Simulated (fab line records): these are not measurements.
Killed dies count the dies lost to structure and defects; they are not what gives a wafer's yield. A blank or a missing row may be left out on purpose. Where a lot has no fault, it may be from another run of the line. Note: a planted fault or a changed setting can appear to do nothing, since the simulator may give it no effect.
Matching of chambers / flow sky130 / 4 sister chambers for SKY_VIA2_ETCH_15 on rieDiel-01
The step etches SiO2 in C4F8/O2/Ar, stops on TiN, target depth 546 nm, time 84 s. 14 wafers are shown with their chamber, then 7 later ones without.

WAFERS PAIRED WITH THEIR CHAMBERS
wafer=L076.1; chamber=1; oesProductAu (a.u.)=0.938; chamberPressureMTorr (mTorr)=40.00
wafer=L076.2; chamber=3; oesProductAu (a.u.)=0.938; chamberPressureMTorr (mTorr)=40.04
wafer=L076.4; chamber=2; oesProductAu (a.u.)=0.930; chamberPressureMTorr (mTorr)=39.96
wafer=L078.3; chamber=1; oesProductAu (a.u.)=0.944; chamberPressureMTorr (mTorr)=40.01
wafer=L078.4; chamber=3; oesProductAu (a.u.)=0.943; chamberPressureMTorr (mTorr)=40.02
wafer=L078.5; chamber=2; oesProductAu (a.u.)=0.935; chamberPressureMTorr (mTorr)=40.04
wafer=L082.2; chamber=2; oesProductAu (a.u.)=0.941; chamberPressureMTorr (mTorr)=40.04
wafer=L082.3; chamber=1; oesProductAu (a.u.)=0.937; chamberPressureMTorr (mTorr)=40.03
wafer=L082.6; chamber=1; oesProductAu (a.u.)=0.947; chamberPressureMTorr (mTorr)=40.02
wafer=L085.1; chamber=3; oesProductAu (a.u.)=0.946; chamberPressureMTorr (mTorr)=40.04
wafer=L085.2; chamber=1; oesProductAu (a.u.)=0.943; chamberPressureMTorr (mTorr)=39.93
wafer=L085.5; chamber=0; oesProductAu (a.u.)=0.941; chamberPressureMTorr (mTorr)=40.01
wafer=L086.1; chamber=3; oesProductAu (a.u.)=0.939; chamberPressureMTorr (mTorr)=39.98
wafer=L086.2; chamber=2; oesProductAu (a.u.)=0.936; chamberPressureMTorr (mTorr)=40.01

SIGNATURES (means of the wafers above)
reading=oesProductAu; chamber 0=0.94100; chamber 1=0.94180; chamber 2=0.93550; chamber 3=0.94150; scatter within a chamber=0.00416
reading=chamberPressureMTorr; chamber 0=40.0100; chamber 1=39.9980; chamber 2=40.0125; chamber 3=40.0200; scatter within a chamber=0.036
Rule: distance of a wafer from a chamber = root of the sum over the readings of ((wafer's reading minus chamber's mean) / reading's scatter) squared. The wafer belongs to the nearest chamber; if the next one is less than 2 further off, it can't be placed. The scatter: the root of (the sum of the squares of (reading less its chamber's mean) over the shown wafers, divided by (wafers less chambers)).

WAFERS MISSING THEIR CHAMBER
wafer=L086.6; oesProductAu (a.u.)=0.939; chamberPressureMTorr (mTorr)=39.99
wafer=L092.1; oesProductAu (a.u.)=0.947; chamberPressureMTorr (mTorr)=40.02
wafer=L092.2; oesProductAu (a.u.)=0.946; chamberPressureMTorr (mTorr)=40.04
wafer=L092.6; oesProductAu (a.u.)=0.938; chamberPressureMTorr (mTorr)=40.03
wafer=L094.2; oesProductAu (a.u.)=0.938; chamberPressureMTorr (mTorr)=40.02
wafer=L094.4; oesProductAu (a.u.)=0.941; chamberPressureMTorr (mTorr)=39.99
wafer=L094.6; oesProductAu (a.u.)=0.937; chamberPressureMTorr (mTorr)=40.02

CHAMBER TAKEN BY EACH
wafer=L086.6; from the rows above=can't be placed: 1 or 0 or 3 or 2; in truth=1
wafer=L092.1; from the rows above=can't be placed: 3 or 1 or 0 or 2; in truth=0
wafer=L092.2; from the rows above=can't be placed: 3 or 0 or 1 or 2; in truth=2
wafer=L092.6; from the rows above=can't be placed: 2 or 3 or 0 or 1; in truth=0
wafer=L094.2; from the rows above=can't be placed: 2 or 0 or 3 or 1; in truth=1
wafer=L094.4; from the rows above=can't be placed: 1 or 0 or 3 or 2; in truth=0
wafer=L094.6; from the rows above=can't be placed: 2 or 0 or 3 or 1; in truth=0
Correct placement for 0 of the 7. Not placeable from these rows: 7 (in 7, the candidates include the true chamber). Number placed wrongly: 0.
